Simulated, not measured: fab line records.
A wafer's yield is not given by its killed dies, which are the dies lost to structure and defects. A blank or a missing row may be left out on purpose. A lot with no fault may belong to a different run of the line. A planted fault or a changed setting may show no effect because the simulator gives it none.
fab line records -- flow sky130
record lots=6, wafers=18, last_day=50
route steps=708 shown VT_ADJUST_LVTN@116 VT_ADJUST_NCORE@119 VT_ADJUST_HVTR@131 PAD_OPEN@708
lots with no fault: from the same line, run without faults
start_h: start of the lot's first displayed wafer, in hours after the record's first day -- wait_h: hours since the lot's step before -- " as in the row above -- L1.1+2: a single row standing in for several wafers -- - value missing, or start not given -- * or withheld: withheld -- < > ~ a bound
route shown NAME@n: names a module that has steps shown in the file, with the first one's number in the route -- usual: the fault-free wafers' mean and standard deviation -- same: alike in all rows -- chamber/n: place in a boat -- sites: each site's reading -- _std_site: the standard deviation of these -- _edge_site: the outer-site mean with the inner-site mean subtracted -- radius_mm: how far each site lies from the wafer's centre -- mask NAME#n: copy n -- behind: the tool/chamber that last shaped the wafer -- hold: the reason the lot was held/the length of the hold in hours/how it ended -- device: whichever transistor did not switch (one of n, p or np) -- end of line: the tests these same wafers got at the end of their route -- where a step has no rows: the recipe by itself -- killed: the dies lost at the first sort to structure and to defects; this is not the yield of the wafer -- map: the dies of a wafer, with x for killed, . for not killed, _ for no die there
set.NAME: the setting the step ran with; set.NAME@STEP: the setting that earlier step ran with -- model.NAME: the simulator's own value behind a step, which no gauge read
lots at some steps of the route; a table a step, a row a wafer
services: the hour from which a tool's chamber was out of use, counted from the record's first day as start_h (under 0 if before that day), plus the number of hours and why
## steps
# step SKY_VT_ADJUST_LVTN_IMPLANT_19
# recipe species=B, energy_kev=30, dose_cm2=6.5e+11, tilt_deg=withheld
# step SKY_VT_ADJUST_LVTN_STRIP_20
# recipe chemistry=O2/N2, power_w=1400, pressure_mtorr=1500, platen_temp_c=withheld, o2_flow_sccm=3000, n2_flow_sccm=300, overash_fraction=0.5
# usual drypump_motor_current_A=6.0/0.46, oes_product_au=0.716/0.0049, strip_time_to_endpoint_s=14.15/0.033
lot.wafer,tool,chamber,start_h,wait_h,drypump_motor_current_A,oes_product_au,rf_hours_counter_h,strip_time_to_endpoint_s
L213.1,plasma_asher-04,0,182.00,0.1,5.5,0.708,7,14.14
L213.2,plasma_asher-04,1,182.00,0.1,5.4,0.715,7,14.16
L213.3,plasma_asher-04,1,182.00,0.1,5.4,0.716,-,14.15
L220.1,plasma_asher-03,0,227.01,0.1,6.6,0.716,53,14.22
L220.2,plasma_asher-03,1,227.01,0.1,6.3,0.718,53,14.22
L220.5,plasma_asher-03,1,227.01,0.1,6.3,0.718,-,14.24
L221.1,plasma_asher-02,0,233.71,0.1,6.2,0.718,41,14.13
L221.2,plasma_asher-02,1,233.71,0.1,6.0,0.717,41,14.17
L221.4,plasma_asher-02,1,233.71,0.1,6.0,0.714,-,14.18
L227.1,plasma_asher-04,1,276.40,0.1,5.4,0.707,16,14.19
L227.2,plasma_asher-04,0,276.40,0.1,5.5,0.719,16,14.17
L227.5,plasma_asher-04,1,276.40,0.1,5.4,0.717,-,14.18
L231.3,plasma_asher-04,1,303.09,0.1,5.4,0.718,-,14.16
L231.4,plasma_asher-04,0,303.09,0.1,5.5,0.719,-,14.13
L231.5,plasma_asher-04,1,303.09,0.1,5.4,0.725,-,14.14
L232.1,plasma_asher-03,1,312.45,0.1,6.3,0.724,62,14.14
L232.3,plasma_asher-03,1,312.45,0.1,6.3,0.718,-,14.15
L232.4,plasma_asher-03,0,312.45,0.1,6.6,0.719,-,14.12
# step SKY_VT_ADJUST_LVTN_TW_MEAS_21
# usual VT_ADJUST_LVTN_2_TW=186.3/1.4
lot.wafer,tool,chamber,start_h,wait_h,VT_ADJUST_LVTN_2_TW
L213.1,film_metro-01,-,182.10,0.1,188.0
L213.2,film_metro-01,-,182.10,0.1,188.1
L213.3,film_metro-01,-,182.10,0.1,187.4
L220.1,film_metro-01,-,227.11,0.1,186.5
L220.2,film_metro-01,-,227.11,0.1,187.5
L220.5,film_metro-01,-,227.11,0.1,186.6
L221.1,film_metro-03,-,233.81,0.1,185.2
L221.2,film_metro-03,-,233.81,0.1,185.1
L221.4,film_metro-03,-,233.81,0.1,184.4
L227.1,film_metro-04,-,276.50,0.1,186.3
L227.2,film_metro-04,-,276.50,0.1,184.9
L227.5,film_metro-04,-,276.50,0.1,186.7
L231.3,film_metro-04,-,303.18,0.1,184.2
L231.4,film_metro-04,-,303.18,0.1,185.0
L231.5,film_metro-04,-,303.18,0.1,185.3
L232.1,film_metro-01,-,312.55,0.1,187.7
L232.3,film_metro-01,-,312.55,0.1,188.5
L232.4,film_metro-01,-,312.55,0.1,187.6
# step SKY_VT_ADJUST_NCORE_DEHYDRATE_00
# recipe temp_c=200, time_s=60
# step SKY_VT_ADJUST_NCORE_HMDS_01
# recipe prime_time_s=60, prime_temp_c=120
# step SKY_VT_ADJUST_NCORE_COAT_02
# recipe resist=NOVOLAK, spin_rpm=2978, resist_thk_nm=1140
# step SKY_VT_ADJUST_NCORE_SOFTBAKE_03
# recipe temp_c=90, time_s=60, resist=NOVOLAK
# step SKY_VT_ADJUST_NCORE_EXPOSE_04
# recipe mask_id=LVTN_COMPLEMENT_THIN, na=0.6, source_shape=conventional, sigma_outer=0.6, polarization=unpolarized, target_cd_nm=380, dose_mj=139
# step SKY_VT_ADJUST_NCORE_PEB_05
# recipe temp_c=withheld, time_s=*, resist=NOVOLAK
# step SKY_VT_ADJUST_NCORE_DEVELOP_06
# recipe resist=NOVOLAK, developer=TMAH, develop_time_s=60, dev_temp_c=23
# step SKY_VT_ADJUST_NCORE_CD_MEAS_07
# recipe target_cd_nm=380
# usual cd_nm=379.5/2.4
lot.wafer,tool,chamber,start_h,wait_h,cd_nm
L213.1,cd_sem-02,-,203.32,0.1,380.8
L213.2,cd_sem-02,-,203.32,0.1,383.3
L213.3,cd_sem-02,-,203.32,0.1,383.4
L220.1,cd_sem-02,-,249.17,0.1,375.6
L220.2,cd_sem-02,-,249.17,0.1,375.3
L220.5,cd_sem-02,-,249.17,0.1,376.9
L221.1,cd_sem-01,-,256.97,0.1,383.0
L221.2,cd_sem-01,-,256.97,0.1,383.1
L221.4,cd_sem-01,-,256.97,0.1,382.9
L227.1,cd_sem-01,-,300.77,0.1,380.6
L227.2,cd_sem-01,-,300.77,0.1,382.0
L227.5,cd_sem-01,-,300.77,0.1,376.7
L231.3,cd_sem-02,-,328.11,0.1,381.0
L231.4,cd_sem-02,-,328.11,0.1,383.0
L231.5,cd_sem-02,-,328.11,0.1,381.4
L232.1,cd_sem-01,-,338.37,0.1,376.3
L232.3,cd_sem-01,-,338.37,0.1,376.3
L232.4,cd_sem-01,-,338.37,0.1,381.6
# step SKY_VT_ADJUST_NCORE_OVL_MEAS_08
# usual VT_ADJUST_NCORE_OVL=1.3/1.6
lot.wafer,tool,chamber,start_h,wait_h,VT_ADJUST_NCORE_OVL[nm]
L213.1,overlay-02,-,203.44,0.1,2.7
L213.2,overlay-02,-,203.44,0.1,5.1
L213.3,overlay-02,-,203.44,0.1,4.3
L220.1,overlay-02,-,249.29,0.1,4.0
L220.2,overlay-02,-,249.29,0.1,4.1
L220.5,overlay-02,-,249.29,0.1,3.3
L221.1,overlay-01,-,257.09,0.1,-0.4
L221.2,overlay-01,-,257.09,0.1,-1.8
L221.4,overlay-01,-,257.09,0.1,-1.3
L227.1,overlay-02,-,300.89,0.1,3.8
L227.2,overlay-02,-,300.89,0.1,1.1
L227.5,overlay-02,-,300.89,0.1,2.5
L231.3,overlay-01,-,328.20,0.1,0.0
L231.4,overlay-01,-,328.20,0.1,0.1
L231.5,overlay-01,-,328.20,0.1,0.3
L232.1,overlay-02,-,338.49,0.1,0.9
L232.3,overlay-02,-,338.49,0.1,2.5
L232.4,overlay-02,-,338.49,0.1,2.5
# step SKY_VT_ADJUST_NCORE_IMPLANT_09
# recipe species=B, energy_kev=10, dose_cm2=2.4e+12, tilt_deg=withheld
# usual dose_ions_cm2=2.3994e+12/2.6e+09, faraday_current_uA=13.57/0.26
lot.wafer,tool,chamber,start_h,wait_h,dose_ions_cm2,faraday_current_uA
L213.1,implanter-03,0,203.47,0.0,2.3989e+12,13.98
L213.2,implanter-03,0,203.47,0.0,2.4e+12,13.55
L213.3,implanter-03,0,203.47,0.0,2.3978e+12,13.07
L220.1,implanter-04,0,249.32,0.0,6.782e+11,3.78
L220.2,implanter-04,0,249.32,0.0,6.849e+11,3.92
L220.5,implanter-04,0,249.32,0.0,6.756e+11,3.79
L221.1,implanter-04,0,257.12,0.0,6.784e+11,3.87
L221.2,implanter-04,0,257.12,0.0,6.843e+11,3.99
L221.4,implanter-04,0,257.12,0.0,6.801e+11,3.86
L227.1,implanter-03,0,300.92,0.0,2.3983e+12,13.69
L227.2,implanter-03,0,300.92,0.0,2.3975e+12,13.81
L227.5,implanter-03,0,300.92,0.0,2.3989e+12,13.77
L231.3,implanter-04,0,328.27,0.1,2.3991e+12,13.82
L231.4,implanter-04,0,328.27,0.1,2.4027e+12,13.77
L231.5,implanter-04,0,328.27,0.1,2.4e+12,13.88
L232.1,implanter-04,0,338.53,0.0,2.3958e+12,13.51
L232.3,implanter-04,0,338.53,0.0,2.4009e+12,13.58
L232.4,implanter-04,0,338.53,0.0,2.3958e+12,13.24
# step SKY_VT_ADJUST_NCORE_STRIP_10
# recipe chemistry=O2/N2, power_w=1400, pressure_mtorr=1500, platen_temp_c=withheld, o2_flow_sccm=3000, n2_flow_sccm=300, overash_fraction=0.5
# usual drypump_motor_current_A=6.0/0.57, oes_product_au=0.715/0.0042, strip_time_to_endpoint_s=14.22/0.043
lot.wafer,tool,chamber,start_h,wait_h,drypump_motor_current_A,oes_product_au,rf_hours_counter_h,strip_time_to_endpoint_s
L213.1,plasma_asher-02,1,203.62,0.1,6.0,0.715,38,14.18
L213.2,plasma_asher-02,0,203.62,0.1,6.2,0.724,38,14.20
L213.3,plasma_asher-02,0,203.62,0.1,6.2,0.721,-,14.19
L220.1,plasma_asher-01,0,249.47,0.1,5.0,0.706,56,14.24
L220.2,plasma_asher-01,1,249.47,0.1,6.4,0.708,56,14.26
L220.5,plasma_asher-01,0,249.47,0.1,5.0,0.713,-,14.24
L221.1,plasma_asher-01,1,257.27,0.1,6.4,0.715,57,14.19
L221.2,plasma_asher-01,0,257.27,0.1,5.0,0.715,57,14.18
L221.4,plasma_asher-01,1,257.27,0.1,6.4,0.717,-,14.25
L227.1,plasma_asher-02,1,301.07,0.1,6.0,0.718,47,14.20
L227.2,plasma_asher-02,0,301.07,0.1,6.2,0.715,47,14.16
L227.5,plasma_asher-02,1,301.07,0.1,5.9,0.716,-,14.15
L231.3,plasma_asher-01,0,328.41,0.1,5.0,0.706,-,14.25
L231.4,plasma_asher-01,1,328.41,0.1,6.5,0.719,-,14.27
L231.5,plasma_asher-01,1,328.41,0.1,6.5,0.713,-,14.30
L232.1,plasma_asher-01,0,338.68,0.1,5.0,0.719,66,14.18
L232.3,plasma_asher-01,0,338.68,0.1,5.0,0.712,-,14.19
L232.4,plasma_asher-01,1,338.68,0.1,6.4,0.720,-,14.20
# step SKY_VT_ADJUST_NCORE_TW_MEAS_11
# usual VT_ADJUST_NCORE_TW=216.8/1.8
lot.wafer,tool,chamber,start_h,wait_h,VT_ADJUST_NCORE_TW
L213.1,film_metro-01,-,203.72,0.1,218.3
L213.2,film_metro-01,-,203.72,0.1,217.3
L213.3,film_metro-01,-,203.72,0.1,218.0
L220.1,film_metro-01,-,249.57,0.1,153.9
L220.2,film_metro-01,-,249.57,0.1,154.6
L220.5,film_metro-01,-,249.57,0.1,154.5
L221.1,film_metro-02,-,257.37,0.1,153.9
L221.2,film_metro-02,-,257.37,0.1,154.3
L221.4,film_metro-02,-,257.37,0.1,153.8
L227.1,film_metro-02,-,301.17,0.1,217.5
L227.2,film_metro-02,-,301.17,0.1,218.5
L227.5,film_metro-02,-,301.17,0.1,217.4
L231.3,film_metro-01,-,328.49,0.1,219.5
L231.4,film_metro-01,-,328.49,0.1,219.3
L231.5,film_metro-01,-,328.49,0.1,218.3
L232.1,film_metro-02,-,338.82,0.1,218.8
L232.3,film_metro-02,-,338.82,0.1,218.8
L232.4,film_metro-02,-,338.82,0.1,217.9
# step SKY_VT_ADJUST_HVTR_DEHYDRATE_00
# recipe temp_c=200, time_s=60
# step SKY_PAD_OPEN_PROBE_99
# usual killed_at_M0_to_M3=44/7.1, killed_at_M4_up=3/1.6, killed_at_contacts=24/5.4, killed_at_front_end=15/4.7, killed_at_other=0.3/0.51, killed_dies=87/9.9, killed_open=48/7.6, killed_short=39/6.3
# same gross_dies=492, killed_at_back_side=0
lot.wafer,tool,chamber,start_h,wait_h,killed_at_M0_to_M3,killed_at_M4_up,killed_at_contacts,killed_at_front_end,killed_at_other,killed_dies,killed_open,killed_short,model.etest.nfet_16v.r_on_ohm_um,model.etest.pfet_16v.r_on_ohm_um,model.etest.pfet_g5v0d10v5.r_on_ohm_um,model.etest.tip_p.rs_ohm_sq,model.etest.pfet_01v8.r_on_ohm_um,model.etest.res_pwell_under_gate.rs_ohm_sq,model.etest.nfet_g5v0d10v5.r_on_ohm_um,model.etest.tip_p_5v.rs_ohm_sq
L213.1,prober-02,-,1090.73,0.1,46,5,14,17,0,82,40,42,1.438e+04,1.551e+04,4770,6956,3040,2283,1890,2819
L213.2,prober-02,-,1090.78,0.1,56,3,25,17,0,101,67,34,1.43e+04,1.518e+04,4733,7007,2995,2271,1898,2824
L213.3,prober-02,-,1090.83,0.2,48,2,30,13,0,93,58,35,1.411e+04,1.506e+04,4772,6963,3045,2305,1893,2805
L220.1,prober-02,-,1136.24,0.1,33,2,26,20,0,81,50,31,1.195e+04,1.762e+04,5753,7444,3272,2526,1700,3025
L220.2,prober-02,-,1136.29,0.1,42,6,22,14,0,84,42,42,1.183e+04,1.705e+04,5806,7431,3228,2529,1679,3005
L220.5,prober-02,-,1136.44,0.2,42,4,18,8,1,73,41,32,1.208e+04,1.79e+04,5748,7445,3281,2513,1694,2995
L221.1,prober-02,-,1137.99,0.1,49,5,25,18,0,97,54,43,1.166e+04,1.793e+04,5599,7466,3295,2507,1664,3003
L221.2,prober-02,-,1138.04,0.1,43,3,31,23,1,101,56,45,1.164e+04,1.763e+04,5592,7458,3351,2500,1672,3043
L221.4,prober-02,-,1138.14,0.2,59,1,29,11,1,101,53,48,1.164e+04,1.761e+04,5677,7476,3396,2526,1685,3018
L227.1,prober-02,-,1165.20,0.1,47,4,23,23,0,97,56,41,1.416e+04,1.51e+04,4765,6882,2805,2291,1879,2822
L227.2,prober-02,-,1165.25,0.1,51,7,20,15,0,93,47,46,1.412e+04,1.525e+04,4790,6928,2873,2286,1890,2855
L227.5,prober-02,-,1165.40,0.2,33,5,22,7,0,67,35,32,1.402e+04,1.551e+04,4800,6940,2869,2281,1877,2857
L231.3,prober-02,-,1188.74,0.2,26,3,16,17,0,62,34,28,1.406e+04,1.466e+04,4662,6830,2794,2287,1857,2850
L231.4,prober-02,-,1188.79,0.2,40,2,31,25,1,99,57,42,1.409e+04,1.489e+04,4654,6821,2815,2288,1858,2830
L231.5,prober-02,-,1188.84,0.2,40,3,25,16,0,84,44,40,1.397e+04,1.474e+04,4680,6798,2796,2298,1866,2864
L232.1,prober-01,-,1191.49,0.1,38,5,18,14,0,75,42,33,1.398e+04,1.492e+04,4661,7001,2865,2282,1874,2859
L232.3,prober-01,-,1191.59,0.2,48,5,17,9,0,79,44,35,1.405e+04,1.51e+04,4722,7006,2922,2268,1886,2856
L232.4,prober-01,-,1191.64,0.2,35,3,27,11,0,76,43,33,1.412e+04,1.558e+04,4752,6935,2894,2270,1877,2858
# killed by level:class
L213.1 METAL2:geometric_particle:short=9 VIA1:geometric_particle:open=9 POLY_GATE:geometric_particle:short=7 VIA3:geometric_particle:open=6 CONTACT:geometric_particle:open=5 VIA1:geometric_particle:short=5 VIA2:geometric_particle:open=5 METAL3:geometric_particle:short=4
L213.2 VIA1:geometric_particle:open=12 VIA3:geometric_particle:open=11 LI_CONTACT:geometric_particle:open=8 CONTACT:geometric_particle:open=8 VIA2:geometric_particle:open=8 METAL1:geometric_particle:short=6 FIELD_ISO:geometric_particle:open=5 POLY_GATE:geometric_particle:open=5
L213.3 VIA1:geometric_particle:open=12 LI_CONTACT:geometric_particle:open=11 CONTACT:geometric_particle:open=11 VIA2:geometric_particle:open=9 METAL1:geometric_particle:short=7 FIELD_ISO:geometric_particle:short=5 CONTACT:geometric_particle:short=5 VIA3:geometric_particle:open=5
L220.1 VIA1:geometric_particle:open=9 FIELD_ISO:geometric_particle:open=8 VIA2:geometric_particle:open=8 CONTACT:geometric_particle:open=8 LI_CONTACT:geometric_particle:open=7 CONTACT:geometric_particle:short=5 POLY_GATE:geometric_particle:short=4 LOCAL_INTERCONNECT:geometric_particle:short=4
L220.2 VIA1:geometric_particle:open=11 CONTACT:geometric_particle:open=8 METAL2:geometric_particle:short=8 CONTACT:geometric_particle:short=6 LI_CONTACT:geometric_particle:open=6 FIELD_ISO:geometric_particle:short=5 METAL4:geometric_particle:short=5 VIA1:geometric_particle:short=5
L220.5 VIA1:geometric_particle:open=14 METAL1:geometric_particle:short=11 CONTACT:geometric_particle:open=6 VIA3:geometric_particle:open=4 VIA2:geometric_particle:open=4 VIA3:geometric_particle:short=4 FIELD_ISO:geometric_particle:open=3 LI_CONTACT:geometric_particle:open=3
L221.1 VIA1:geometric_particle:open=12 POLY_GATE:geometric_particle:open=7 LI_CONTACT:geometric_particle:open=7 VIA2:geometric_particle:open=7 VIA3:geometric_particle:open=7 METAL2:geometric_particle:short=6 CONTACT:geometric_particle:short=6 CONTACT:geometric_particle:open=6
L221.2 VIA1:geometric_particle:open=16 CONTACT:geometric_particle:open=14 FIELD_ISO:geometric_particle:short=6 VIA1:geometric_particle:short=6 LI_CONTACT:geometric_particle:open=6 CONTACT:geometric_particle:short=6 FIELD_ISO:geometric_particle:open=5 POLY_GATE:geometric_particle:short=5
L221.4 VIA1:geometric_particle:open=15 VIA1:geometric_particle:short=12 LI_CONTACT:geometric_particle:open=9 CONTACT:geometric_particle:open=8 VIA3:geometric_particle:open=7 VIA2:geometric_particle:open=7 METAL2:geometric_particle:short=6 LOCAL_INTERCONNECT:geometric_particle:short=5
L227.1 VIA1:geometric_particle:open=11 VIA2:geometric_particle:open=10 CONTACT:geometric_particle:open=9 FIELD_ISO:geometric_particle:open=8 LI_CONTACT:geometric_particle:open=6 VIA1:geometric_particle:short=6 FIELD_ISO:geometric_particle:short=5 POLY_GATE:geometric_particle:short=5
L227.2 VIA1:geometric_particle:open=10 METAL1:geometric_particle:short=9 VIA2:geometric_particle:open=8 FIELD_ISO:geometric_particle:open=7 CONTACT:geometric_particle:open=7 METAL2:geometric_particle:short=6 METAL4:geometric_particle:short=6 VIA3:geometric_particle:open=6
L227.5 CONTACT:geometric_particle:open=10 METAL2:geometric_particle:short=7 LI_CONTACT:geometric_particle:open=6 VIA3:geometric_particle:short=5 METAL4:geometric_particle:short=5 POLY_GATE:geometric_particle:open=4 VIA1:geometric_particle:open=3 CONTACT:geometric_particle:short=3
L231.3 CONTACT:geometric_particle:open=6 POLY_GATE:geometric_particle:open=5 VIA1:geometric_particle:open=5 FIELD_ISO:geometric_particle:short=4 CONTACT:geometric_particle:short=4 VIA2:geometric_particle:open=4 VIA3:geometric_particle:open=4 FIELD_ISO:geometric_particle:open=3
L231.4 LI_CONTACT:geometric_particle:open=11 POLY_GATE:geometric_particle:open=8 VIA3:geometric_particle:open=8 VIA1:geometric_particle:open=8 LI_CONTACT:geometric_particle:short=6 CONTACT:geometric_particle:open=6 METAL2:geometric_particle:short=6 FIELD_ISO:geometric_particle:open=5
L231.5 CONTACT:geometric_particle:open=8 CONTACT:geometric_particle:short=7 VIA1:geometric_particle:open=7 METAL2:geometric_particle:short=6 VIA2:geometric_particle:open=6 FIELD_ISO:geometric_particle:open=5 LI_CONTACT:geometric_particle:open=5 METAL1:geometric_particle:short=5
L232.1 VIA1:geometric_particle:open=16 LI_CONTACT:geometric_particle:open=10 METAL1:geometric_particle:short=6 FIELD_ISO:geometric_particle:open=5 METAL4:geometric_particle:short=5 FIELD_ISO:geometric_particle:short=4 POLY_GATE:geometric_particle:open=3 CONTACT:geometric_particle:open=3
L232.3 VIA1:geometric_particle:open=11 LI_CONTACT:geometric_particle:open=7 METAL1:geometric_particle:short=7 VIA1:geometric_particle:short=7 CONTACT:geometric_particle:open=6 VIA2:geometric_particle:open=6 METAL2:geometric_particle:short=5 VIA3:geometric_particle:open=4
L232.4 CONTACT:geometric_particle:open=10 LI_CONTACT:geometric_particle:open=7 VIA1:geometric_particle:open=7 CONTACT:geometric_particle:short=6 VIA3:geometric_particle:open=5 METAL3:geometric_particle:short=5 VIA2:geometric_particle:open=4 FIELD_ISO:geometric_particle:short=3
## services
tool,chamber,start_h,hours,kind
plasma_asher-03,-,159.16,2.4,repair
implanter-03,-,209.57,4.1,repair
plasma_asher-01,-,214.94,1.9,repair
implanter-04,-,220.57,2.5,repair
implanter-03,-,233.65,4.3,pm
plasma_asher-02,-,276.26,2.8,pm
plasma_asher-02,-,301.80,0.9,repair
plasma_asher-02,-,307.46,35.1,pm
plasma_asher-03,-,332.07,2.8,pm
implanter-04,-,333.25,4.7,repair
## key
first_sign step=SKY_VT_ADJUST_NCORE_IMPLANT_09, reading=dose_ions_cm2, direction=down, sigmas=99+, usual=*, struck=*
effect step=SKY_VT_ADJUST_NCORE_IMPLANT_09, reading=faraday_current_uA, direction=down, sigmas=37, usual=13.57, struck=3.87
effect step=SKY_VT_ADJUST_NCORE_TW_MEAS_11, reading=VT_ADJUST_NCORE_TW, direction=down, sigmas=36, usual=216.8, struck=154.2
model_effect step=SKY_PAD_OPEN_PROBE_99, value=etest.nfet_16v.r_on_ohm_um, without=1.413e+04, struck=1.18e+04
met_at SKY_VT_ADJUST_NCORE_IMPLANT_09
struck_wafers L220.1,L220.2,L220.5,L221.1,L221.2,L221.4
tester_left_out L220,L221
fault kind=process_parameter_drift, tool=implanter-04, chamber=-, onset_h=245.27, steps=SKY_VT_ADJUST_NCORE_IMPLANT_09, channel=dose_cm2, offset=*, shape=step, end_h=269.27, acts_in=*, stated=*
# tester_left_out: of these lots the tester's yield and bins aren't shown, on N5 and GAA mostly nor the transistor test; their killed dies are dies lost to structure and defects alone, not to doping, threshold or leakage, so they don't give the yield
